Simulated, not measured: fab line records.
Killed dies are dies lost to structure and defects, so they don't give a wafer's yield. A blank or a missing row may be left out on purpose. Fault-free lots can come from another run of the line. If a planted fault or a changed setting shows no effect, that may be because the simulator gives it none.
Which tool is to blame? ; flow gf180mcu ; 14 lots (42 wafers sampled), 1 step of a 602-step route

## WHAT THE GAUGES READ, wafer by wafer
GF_MIM_THK_MEAS_11: measures by xrf. Usual: MIM_ALCU_THK gives 198 nm (standard deviation 3.3).
lot;measured;on;MIM_ALCU_THK (nm);flag
L230;day 24 12:28;film_metro-01;199 203 199;
L232;day 24 22:28;film_metro-04;198 200 198;
L233;day 25 17:04;film_metro-04;201 200 195;
L234;day 26 01:58;film_metro-04;194 195 193;
L235;day 26 19:00;film_metro-01;198 194 195;
L238;day 27 03:42;film_metro-01;201 198 199;
L239;day 27 12:17;film_metro-04;192 190 198;
L240;day 27 21:34;film_metro-04;200 193 200;
L242;day 28 06:44;film_metro-02;199 203 200;
L245;day 29 06:01;film_metro-04;197 201 196;
L246;day 29 12:29;film_metro-04;193 194 193;
L247;day 29 14:16;film_metro-01;204 202 200;
L250;day 30 12:01;film_metro-01;198 196 205;
L253;day 31 09:40;film_metro-04;196 199 197;

## TOOL THAT RAN EACH LOT (tool first, then ch and the chambers of the sampled wafers, then the start)
There is no process step in the record ahead of these readings.

## WHAT THE TOOLS THEMSELVES READ (means of the sampled wafers that have a number; where no wafer has one, the mark that the record gives instead)
The record holds no such reading with a usual standard deviation.

## THE ANSWER, worked out from the rows above alone
Rule: a lot counts as off when the mean over its wafers that have a number is more than 3 standard deviations away from the usual mean. A lot without any number at a reading at which 4 lots or more have one is off too. Any other lot the step has rows for is counted as sound. The gauges are gone through in route order, then the tools' own readings, and for those a lot's mean is taken as printed above. At the first step where some lot is off, the reading lying furthest off is the one used; lots without a number count as furthest.
Nothing can be told from this: no lot is off at any reading shown.

## WHAT THE SIMULATOR HAD PUT IN
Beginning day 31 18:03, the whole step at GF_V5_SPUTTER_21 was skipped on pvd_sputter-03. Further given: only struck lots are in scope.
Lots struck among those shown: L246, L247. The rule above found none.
